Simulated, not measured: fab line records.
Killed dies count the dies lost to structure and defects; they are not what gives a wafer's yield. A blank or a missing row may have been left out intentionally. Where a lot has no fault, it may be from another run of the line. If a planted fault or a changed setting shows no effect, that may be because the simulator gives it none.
fab line records	flow sfq-line
[record] lots = 5	wafers = 15	last-day = 81
route steps=325 shown L0@4 L0V@16 M0@28
lots that met no fault: from a run of the same line without faults
start-h: hours from the record's first day to the start of the lot's first wafer shown	wait-h: hours since the lot's step before	" as in the row above	L1.1+2: a row that stands for several wafers	- no value, or no start given	* or withheld: withheld	< > ~ a bound
route shown NAME@n: a module of which the file shows steps, and the number in the route of the first	usual: mean/standard deviation taken from wafers without a fault	same: alike in all rows	chamber/n: place in a boat	sites: each site's reading	_std_site: the values' standard deviation	_edge_site: inner sites' mean taken away from outer sites' mean	radius-mm: how far each site lies from the wafer's centre	mask NAME#n: copy n	behind: the tool/chamber that last shaped the wafer	hold: cause of the lot's hold/its duration in hours/its outcome	device: the transistor (n, p or np) that didn't switch	end of line: at the end of the route, the tests of the same wafers	a step given without rows: its recipe and nothing more	killed: the dies lost at the first sort to structure and to defects; this is not the yield of the wafer	map: per-die view of a wafer (x killed, . not killed, _ where there is no die)
set.NAME: setting as actually run; set.NAME@STEP: the setting as run at that earlier step	model.NAME: the simulator's own value behind a step, which no gauge read
lots at selected steps of the route; one table per step, one row per wafer
services: the hour from which a tool's chamber was out of use, counted from the record's first day as start-h (under 0 if before that day), plus the number of hours and why
[[steps]]
[step SFQ_L0_RS_MEAS_901]
[recipe] thk-meas-gauge = four-point-probe	reads = MoNx_KI_of_TRILAYER_L0_DEP_SPUTTER_003
[usual] L0_MONX_KI_RS = 43.4/0.37
lot.wafer	tool	chamber	start-h	wait-h	L0_MONX_KI_RS[ohm/sq]
L496.2	film-metro-01	-	57.58	0.1	43.1
L496.4	"	-	"	"	43.4
L496.6	"	-	"	"	43.3
L504.2	film-metro-04	-	97.58	0.1	43.7
L504.3	"	-	"	"	43.6
L504.4	"	-	"	"	42.9
L508.4	film-metro-02	-	118.57	1.0	43.5
L508.5	"	-	"	"	42.8
L508.6	"	-	"	"	43.1
L509.2	film-metro-04	-	122.58	0.1	43.7
L509.3	"	-	"	"	43.5
L509.6	"	-	"	"	43.4
L510.1	film-metro-04	-	127.56	0.0	43.3
L510.3	"	-	"	"	43.3
L510.6	"	-	"	"	43.5
[step SFQ_L0_THK_MEAS_902]
[recipe] thk-meas-gauge = xrf	reads = MoNx_KI_of_TRILAYER_L0_DEP_SPUTTER_003
[usual] L0_MONX_KI_THK = 40.8/0.39
lot.wafer	tool	chamber	start-h	wait-h	L0_MONX_KI_THK[nm]
L496.2	film-metro-01	-	57.69	0.1	40.9
L496.4	"	-	"	"	41.0
L496.6	"	-	"	"	40.7
L504.2	film-metro-04	-	97.69	0.1	40.4
L504.3	"	-	"	"	40.7
L504.4	"	-	"	"	41.2
L508.4	film-metro-02	-	118.66	0.1	40.7
L508.5	"	-	"	"	41.5
L508.6	"	-	"	"	40.9
L509.2	film-metro-04	-	122.69	0.1	40.7
L509.3	"	-	"	"	40.7
L509.6	"	-	"	"	40.8
L510.1	film-metro-04	-	127.68	0.1	41.0
L510.3	"	-	"	"	41.1
L510.6	"	-	"	"	40.9
[step SFQ_TRILAYER_L0_LITHO_COAT_010]
[recipe] resist = BARC	spin-rpm = 3000	resist-thk-nm = 62
[step SFQ_TRILAYER_L0_LITHO_COAT_005]
[recipe] resist = KrF	spin-rpm = 3000	resist-thk-nm = 600
[step SFQ_TRILAYER_L0_LITHO_SOFTBAKE_009]
[recipe] temp-c = withheld	time-s = withheld	resist = KrF
[step SFQ_TRILAYER_L0_LITHO_EXPOSE_006]
[recipe] mask-id = L0	na = 0.6	source-shape = conventional	sigma-outer = 0.65	target-cd-nm = 2000	dose-mj = 14.4
[step SFQ_TRILAYER_L0_LITHO_PEB_008]
[recipe] peb-temp-c = 115	peb-time-s = 60	resist = KrF
[step SFQ_TRILAYER_L0_LITHO_DEVELOP_007]
[recipe] time-s = 60	resist = KrF
[step SFQ_TRILAYER_L0_BARC_OPEN_METAL_ETCH_010]
[recipe] mask-material = PR	chemistry = O2	target-depth-nm = 125	target = BARC	icp-w = 600	bias-w = 80	pressure-mtorr = 10	time-s = 41.7
[usual] bias-w = 80.03/0.24	drypump-motor-current-A = 5.9/0.37	oes-product-au = 0.685/0.0044
lot.wafer	tool	chamber	start-h	wait-h	bias-w	drypump-motor-current-A	oes-product-au	rf-hours-counter-h
L496.2	rie-metal-01	0	130.30	0.1	79.92	5.8	0.684	24
L496.4	"	1	"	"	79.88	5.8	0.687	-
L496.6	"	1	"	"	80.12	5.7	0.688	-
L504.2	rie-metal-01	1	188.13	0.1	80.07	5.7	0.676	69
L504.3	"	0	"	"	80.04	5.8	0.683	-
L504.4	"	1	"	"	79.95	5.7	0.690	-
L508.4	rie-metal-03	1	207.35	0.1	80.01	6.3	0.686	-
L508.5	"	0	"	"	80.10	5.5	0.688	-
L508.6	"	1	"	"	79.95	6.3	0.679	-
L509.2	rie-metal-01	1	214.53	0.1	79.88	5.7	0.689	74
L509.3	"	1	"	"	80.06	5.7	0.684	-
L509.6	"	0	"	"	80.02	5.8	0.680	-
L510.1	rie-metal-02	0	222.93	0.1	79.43	6.5	0.688	158
L510.3	"	0	"	"	80.06	6.5	0.681	-
L510.6	"	0	"	"	79.92	6.5	0.680	-
[step SFQ_TRILAYER_L0_ETCH_METAL_ETCH_008]
[recipe] target = MoNx_KI	stop-on = SiO2	mask-material = PR	chemistry = SF6/O2	target-depth-nm = 50	icp-w = 600	bias-w = 80	pressure-mtorr = 10	time-s = 25
[usual] bias-w = 80.03/0.24	drypump-motor-current-A = 5.9/0.37	oes-product-au = 0.875/0.0059
lot.wafer	tool	chamber	start-h	wait-h	bias-w	drypump-motor-current-A	oes-product-au	rf-hours-counter-h
L496.2	rie-metal-01	0	130.36	0.0	79.98	5.8	0.880	24
L496.4	"	1	"	"	80.14	5.7	0.868	-
L496.6	"	1	"	"	80.17	5.7	0.880	-
L504.2	rie-metal-01	1	188.19	0.0	79.75	5.8	0.879	69
L504.3	"	0	"	"	80.50	5.8	0.874	-
L504.4	"	1	"	"	79.44	5.7	0.873	-
L508.4	rie-metal-03	1	207.40	0.0	80.21	6.3	0.873	-
L508.5	"	0	"	"	79.92	5.6	0.875	-
L508.6	"	1	"	"	80.37	6.3	0.877	-
L509.2	rie-metal-01	1	214.59	0.0	80.30	5.7	0.876	74
L509.3	"	1	"	"	80.06	5.7	0.881	-
L509.6	"	0	"	"	79.91	5.8	0.875	-
L510.1	rie-metal-02	0	222.99	0.0	80.50	6.5	0.875	158
L510.3	"	0	"	"	80.12	6.5	0.875	-
L510.6	"	0	"	"	79.88	6.5	0.870	-
[step SFQ_TRILAYER_L0_STRIP_STRIP_009]
[recipe] gas = O2	power-w = 200	platen-temp-c = 40	overash-fraction = 0.65	chemistry = O2	pressure-mtorr = 50
[usual] drypump-motor-current-A = 5.9/0.37	oes-product-au = 0.997/0.0098	platen-temp-c = 39.97/0.11
lot.wafer	tool	chamber	start-h	wait-h	drypump-motor-current-A	oes-product-au	platen-temp-c	rf-hours-counter-h
L496.2	rie-metal-01	0	130.40	0.0	5.8	0.993	39.93	24
L496.4	"	1	"	"	5.8	0.993	39.92	-
L496.6	"	1	"	"	5.7	0.993	40.03	-
L504.2	rie-metal-01	1	188.23	0.0	5.7	0.987	39.98	69
L504.3	"	0	"	"	5.8	1.000	39.93	-
L504.4	"	1	"	"	5.8	0.992	39.87	-
L508.4	rie-metal-03	1	207.63	0.2	6.3	1.016	39.97	-
L508.5	"	0	"	"	5.6	1.014	40.01	-
L508.6	"	1	"	"	6.3	1.022	40.03	-
L509.2	rie-metal-01	1	214.63	0.0	5.7	0.996	39.92	74
L509.3	"	1	"	"	5.7	0.994	40.06	-
L509.6	"	0	"	"	5.8	0.986	39.85	-
L510.1	rie-metal-02	0	223.03	0.0	6.5	1.001	40.17	159
L510.3	"	0	"	"	6.5	1.009	40.16	-
L510.6	"	0	"	"	6.5	0.995	40.00	-
[step SFQ_TRILAYER_L0_STRIP_SOLV_CLEAN_010]
[recipe] chemistry = NMP	temp-c = 70	time-s = 600
[step SFQ_TRILAYER_L0_CAP_PECVD_011]
[recipe] material = SiO2	temp-c = 150	time-s = 13.333	pressure-torr = 2.4	rf-w = 183.3	precursor = SiH4/N2O	target-thk-nm = 60
[usual] heater-power-w = 84/7.1	susceptor-temp-C = 150.03/0.14	throttle-valve-pct = 25.4/2.9
lot.wafer	tool	chamber	start-h	wait-h	heater-power-w	susceptor-temp-C	throttle-valve-pct	model.SiO2_of_TRILAYER_L0_CAP_PECVD_011.thk-nm
L496.2	pecvd-01	0	131.18	0.0	75	150.21	30.9	56.93
L496.4	"	0	"	"	79	150.11	30.9	58.21
L496.6	"	2	"	"	77	150.05	25.7	57.42
L504.2	pecvd-03	1	189.01	0.0	87	149.96	24.2	60.02
L504.3	"	2	"	"	93	150.14	27.5	60.22
L504.4	"	2	"	"	91	150.17	27.6	61.27
L508.4	pecvd-03	1	208.22	0.0	86	149.91	24.0	61.11
L508.5	"	2	"	"	91	150.06	27.3	61.62
L508.6	"	0	"	"	82	150.22	30.3	60.72
L509.2	pecvd-04	1	215.41	0.0	77	149.97	24.1	59.99
L509.3	"	2	"	"	85	149.87	23.0	59.4
L509.6	"	2	"	"	87	150.12	22.7	60.64
L510.1	pecvd-01	0	223.81	0.0	82	149.97	22.9	59.08
L510.3	"	2	"	"	86	149.98	22.9	59.02
L510.6	"	1	"	"	92	150.08	21.8	61.21
[step SFQ_TRILAYER_L0_VIA_LITHO_COAT_018]
[recipe] resist = BARC	spin-rpm = 3000	resist-thk-nm = 62
[step SFQ_TRILAYER_L0_VIA_LITHO_COAT_013]
[recipe] resist = KrF	spin-rpm = 3000	resist-thk-nm = 650
[step SFQ_TRILAYER_L0_VIA_LITHO_SOFTBAKE_017]
[recipe] temp-c = withheld	time-s = withheld	resist = KrF
[step SFQ_TRILAYER_L0_VIA_LITHO_EXPOSE_014]
[recipe] mask-id = L0V	na = 0.6	source-shape = conventional	sigma-outer = 0.65	target-cd-nm = 700	dose-mj = 21.3
[step SFQ_TRILAYER_L0_VIA_LITHO_PEB_016]
[recipe] peb-temp-c = 115	peb-time-s = 60	resist = KrF
[step SFQ_TRILAYER_L0_VIA_LITHO_DEVELOP_015]
[recipe] time-s = 60	resist = KrF
[step SFQ_L0V_OVL_MEAS_903]
[usual] L0V_OVL = 3/5.1
lot.wafer	tool	chamber	start-h	wait-h	L0V_OVL[nm]
L496.2	overlay-01	-	226.53	0.1	11
L496.4	"	-	"	"	10
L496.6	"	-	"	"	4
L504.2	overlay-01	-	288.23	0.1	-4
L504.3	"	-	"	"	3
L504.4	"	-	"	"	-3
L508.4	overlay-01	-	314.55	0.1	-2
L508.5	"	-	"	"	3
L508.6	"	-	"	"	4
L509.2	overlay-01	-	319.34	0.1	2
L509.3	"	-	"	"	5
L509.6	"	-	"	"	13
L510.1	overlay-02	-	328.94	0.1	-1
L510.3	"	-	"	"	1
L510.6	"	-	"	"	1
[step SFQ_TRILAYER_L0_VIA_BARC_OPEN_VIA_ETCH_021]
[recipe] mask-material = PR	chemistry = O2	target-depth-nm = 125	target = BARC	source-w = 500	bias-w = 80	pressure-mtorr = 30	time-s = 41.7
[usual] bias-w = 79.99/0.23	drypump-motor-current-A = 5.6/0.59	oes-product-au = 0.686/0.005
lot.wafer	tool	chamber	start-h	wait-h	bias-w	drypump-motor-current-A	oes-product-au	rf-hours-counter-h
L496.2	rie-diel-02	2	226.56	0.0	80.13	5.4	0.687	104
L496.4	"	2	"	"	79.97	5.4	0.692	-
L496.6	"	0	"	"	79.90	6.4	0.679	-
L504.2	rie-diel-01	2	288.26	0.0	80.24	5.1	0.682	1
L504.3	"	3	"	"	79.74	4.8	0.686	50
L504.4	"	1	"	"	79.94	4.8	0.679	-
L508.4	rie-diel-04	2	314.57	0.0	80.14	6.1	0.688	68
L508.5	"	2	"	"	79.95	6.1	0.683	-
L508.6	"	3	"	"	79.74	5.5	0.682	-
L509.2	rie-diel-04	0	319.37	0.0	80.06	6.1	0.679	10
L509.3	"	1	"	"	79.69	5.3	0.685	68
L509.6	"	0	"	"	79.68	6.1	0.685	-
L510.1	rie-diel-02	1	328.97	0.0	80.02	5.4	0.687	103
L510.3	"	3	"	"	80.09	6.2	0.683	1
L510.6	"	0	"	"	79.94	6.4	0.697	-
[step SFQ_TRILAYER_L0_VIA_ETCH_VIA_ETCH_016]
[recipe] target = SiO2	stop-on = MoNx_KI	mask-material = PR	chemistry = CHF3	target-depth-nm = 80	source-w = 500	bias-w = 80	pressure-mtorr = 30	time-s = withheld
[usual] bias-w = 80.02/0.23	drypump-motor-current-A = 5.6/0.59	oes-product-au = 0.841/0.0075
lot.wafer	tool	chamber	start-h	wait-h	bias-w	drypump-motor-current-A	oes-product-au	model.L0V.feature-depth-nm	model.etch.depth-nm
L496.2	rie-diel-02	2	226.60	0.0	79.94	5.4	0.814	56.93	56.93
L496.4	"	2	"	"	79.86	5.4	0.833	58.21	58.21
L496.6	"	0	"	"	80.30	6.4	0.819	57.42	57.42
L504.2	rie-diel-01	2	288.30	0.0	79.95	5.1	0.842	60.02	60.02
L504.3	"	3	"	"	79.99	4.9	0.841	60.22	60.22
L504.4	"	1	"	"	79.77	4.8	0.850	61.27	61.27
L508.4	rie-diel-04	2	314.61	0.0	79.67	6.1	0.850	61.11	61.11
L508.5	"	2	"	"	80.01	6.1	0.852	61.62	61.62
L508.6	"	3	"	"	80.03	5.6	0.851	60.72	60.72
L509.2	rie-diel-04	0	319.41	0.0	80.05	6.1	0.841	59.99	59.99
L509.3	"	1	"	"	79.79	5.3	0.837	59.4	59.4
L509.6	"	0	"	"	80.08	6.1	0.856	60.64	60.64
L510.1	rie-diel-02	1	329.01	0.0	80.19	5.4	0.834	59.08	59.08
L510.3	"	3	"	"	80.23	6.2	0.835	59.02	59.02
L510.6	"	0	"	"	80.04	6.4	0.854	61.21	61.21
[step SFQ_TRILAYER_L0_VIA_STRIP_STRIP_017]
[recipe] gas = O2	power-w = 200	platen-temp-c = 40	overash-fraction = 0.65	chemistry = O2	pressure-mtorr = 50
[usual] drypump-motor-current-A = 5.9/0.41	oes-product-au = 1.003/0.009	platen-temp-c = 40.01/0.11
lot.wafer	tool	chamber	start-h	wait-h	drypump-motor-current-A	oes-product-au	platen-temp-c	rf-hours-counter-h
L496.2	rie-metal-04	1	226.65	-	5.7	1.004	40.00	38
L496.4	"	0	"	"	6.3	1.007	39.90	-
L496.6	"	0	"	"	6.3	1.011	39.97	-
L504.2	rie-metal-04	1	288.35	-	5.7	1.015	39.92	45
L504.3	"	1	"	"	5.7	1.016	40.07	-
L504.4	"	0	"	"	6.3	1.015	40.00	-
L508.4	rie-metal-02	0	314.86	-	6.5	1.007	39.84	-
L508.5	"	1	"	"	5.2	0.991	39.93	-
L508.6	"	0	"	"	6.5	1.001	39.96	-
L509.2	rie-metal-04	1	319.46	-	5.7	1.013	39.98	51
L509.3	"	0	"	"	6.3	0.999	40.05	-
L509.6	"	0	"	"	6.3	0.992	39.97	-
L510.1	rie-metal-02	0	329.06	-	6.5	0.991	40.14	174
L510.3	"	1	"	"	5.2	0.986	39.97	-
L510.6	"	1	"	"	5.2	0.996	39.79	-
[step SFQ_TRILAYER_L0_VIA_STRIP_SOLV_CLEAN_018]
[recipe] chemistry = NMP	temp-c = 70	time-s = 600
[step SFQ_TRILAYER_M0_DEP_PRE_CLEAN_020]
[recipe] gas = Ar	time-s = 15	bias-v = 250
lot.wafer	tool	chamber	start-h	wait-h	model.SiO2_of_TRILAYER_L0_CAP_PECVD_011.thk-nm
L496.2	pvd-sputter-04	-	227.42	0.0	51.93
L496.4	"	-	"	"	53.21
L496.6	"	-	"	"	52.42
L504.2	pvd-sputter-04	-	289.32	0.0	55.02
L504.3	"	-	"	"	55.22
L504.4	"	-	"	"	56.27
L508.4	pvd-sputter-06	-	315.43	0.0	56.11
L508.5	"	-	"	"	56.62
L508.6	"	-	"	"	55.72
L509.2	pvd-sputter-06	-	320.25	0.0	54.99
L509.3	"	-	"	"	54.4
L509.6	"	-	"	"	55.64
L510.1	pvd-sputter-04	-	329.83	0.0	54.08
L510.3	"	-	"	"	54.02
L510.6	"	-	"	"	56.21
[step SFQ_TRILAYER_M0_DEP_SPUTTER_019]
[recipe] material = Nb	base-pressure-pa = 1.33e-06	chamber-pressure-pa = 0.1333	substrate-temp-c = 20	resputter-cathode-voltage-v = 400	target-thk-nm = 200	power-w = 2000	time-s = 133.3
[[services]]
tool	chamber	start-h	hours	kind
rie-diel-02	2	119.52	3.2	repair
rie-diel-02	3	120.31	27.6	repair
rie-diel-01	2	123.19	7.2	repair
pvd-sputter-04	-	123.44	7.9	repair
rie-diel-04	3	123.48	5.8	repair
pecvd-01	-	129.07	0.9	repair
rie-diel-02	1	137.84	7.4	repair
pecvd-01	-	167.55	0.7	repair
pecvd-03	-	182.57	4.3	pm
pecvd-01	-	194.25	14.0	pm
pvd-sputter-04	-	201.76	7.9	repair
rie-diel-04	0	238.69	5.1	repair
rie-diel-02	1	245.30	5.9	repair
rie-metal-04	1	246.56	21.5	repair
rie-diel-01	0	264.88	2.8	repair
rie-metal-03	1	270.88	12.7	repair
pvd-sputter-04	-	272.09	2.9	repair
pvd-sputter-04	-	293.06	34.3	repair
rie-diel-04	3	293.92	6.5	repair
rie-diel-02	1	296.92	6.5	repair
rie-diel-01	-	298.85	1.2	repair
rie-diel-02	-	308.44	0.2	repair
pecvd-03	-	309.78	0.9	repair
pvd-sputter-04	-	325.80	3.1	repair
[[key]]
[first-sign] step = SFQ_TRILAYER_L0_VIA_ETCH_VIA_ETCH_016	reading = oes-product-au	direction = down	sigmas = 2.6	usual = 0.841	struck = 0.822
effect none on later readings
[model-effect] step = SFQ_TRILAYER_L0_CAP_PECVD_011	value = SiO2_of_TRILAYER_L0_CAP_PECVD_011.thk-nm	without = 60.14	struck = 57.52
[model-effect] step = SFQ_TRILAYER_L0_VIA_ETCH_VIA_ETCH_016	value = L0V.feature-depth-nm	without = 60.14	struck = 57.52
[model-effect] step = SFQ_TRILAYER_M0_DEP_PRE_CLEAN_020	value = SiO2_of_TRILAYER_L0_CAP_PECVD_011.thk-nm	without = 55.14	struck = 52.52
met-at SFQ_TRILAYER_L0_CAP_PECVD_011
struck-wafers L496.2,L496.4,L496.6
[fault] kind = process-parameter-drift	tool = pecvd-01	chamber = -	onset-h = 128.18	steps = SFQ_TRILAYER_L0_CAP_PECVD_011	channel = target-thk-nm	offset = -2.61	shape = step	end-h = 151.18	acts-in = these-recipes-only	stated = 60
